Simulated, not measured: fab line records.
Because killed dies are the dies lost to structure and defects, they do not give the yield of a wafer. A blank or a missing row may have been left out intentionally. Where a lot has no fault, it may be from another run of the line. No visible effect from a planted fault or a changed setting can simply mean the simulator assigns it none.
Problem report, 8D (eight disciplines) form, completed by code | flow sky130 | the parts of the form that need people (team, actions taken, sign-off) are left out

== 1. WHAT IS WRONG ==
At SKY_LOCAL_INTERCONNECT_SOFTBAKE_07, plate temp C averages 96.31 C over 6 wafers from 2 lots, while fault-free wafers read 99.99 C, standard deviation 0.13. Relative to the usual mean, that is a shift of -28 standard deviations.
The step: time 90 s.
First seen on wafer L837.1, day 34 01:00, on litho track-02. The record holds 42 wafers of 14 lots with a number at this step. Rule for "out" (also "out of limits"): further than 4 standard deviations from the usual mean. All remaining wafers that have a number are taken as sound.

== 2. WHAT THIS IS AND IS NOT ==
question                    | is                                 | is not
which readings at this step | plate temp C, heater power total W | -
which lots                  | L837, L839                         | L825, L826, L827, L828, L829, L830, L833, L834, L835, L836, L847, L848
which wafers of those lots  | all that have a number             | -
read on which tools         | litho track-02                     | litho track-01, litho track-04
when                        | from day 34 01:00                  | up to then (30 sound wafers); but 6 sound wafers of L847, L848 came after

== 3. WHAT RULES OUT EACH SUSPECT ==
Counting: a tool stays on the suspect list if, at a process step up to the reading, it processed all lots that are out and no sound lot following the first of them.
- cmp-01 at SKY_LI_CONTACT_CMP_02 (polishes PSG): ruled out as a lasting fault. Following L837 (day 32 06:56), the first lot on it that is out, the sound lots L848 were run on it.
- litho track-02 at SKY_LOCAL_INTERCONNECT_SOFTBAKE_07 (time 90 s): ruled out as a lasting fault. Following L837 (day 34 01:00), the first lot on it that is out, the sound lots L848 were run on it.
Left after counting: nothing in the record.

== 4. THE CAUSE (what the simulator had put in) ==
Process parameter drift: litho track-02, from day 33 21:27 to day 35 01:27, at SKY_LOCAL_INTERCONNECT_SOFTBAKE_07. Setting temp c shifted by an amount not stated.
Counting ruled it out, wrongly.

== 5. THE EFFECT CHAIN, in route order ==
One row per reading whose mean, taken over the struck wafers that have a number, lies over 3 standard deviations from the usual. Scope: only readings with a usual standard deviation given in the record; hours: median across lots of the time from each lot's start at the first step in this table that gives one to its start at this step; sigmas: change in usual standard deviations.
hours | step                               | reading              | usual   | on struck wafers | change | sigmas
0     | SKY_LOCAL_INTERCONNECT_SOFTBAKE_07 | heater power total W | 57.35 W | 54.43            | -2.92  | -27
0     | SKY_LOCAL_INTERCONNECT_SOFTBAKE_07 | plate temp C         | 99.99 C | 96.31            | -3.68  | -28
Process steps it contains:
- SKY_LOCAL_INTERCONNECT_SOFTBAKE_07: time 90 s.

== 6. HOW IT WOULD HAVE BEEN CAUGHT EARLIER ==
4 hours passed between the start of the fault at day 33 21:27 and the first reading out of limits in this record, taken at day 34 01:00.
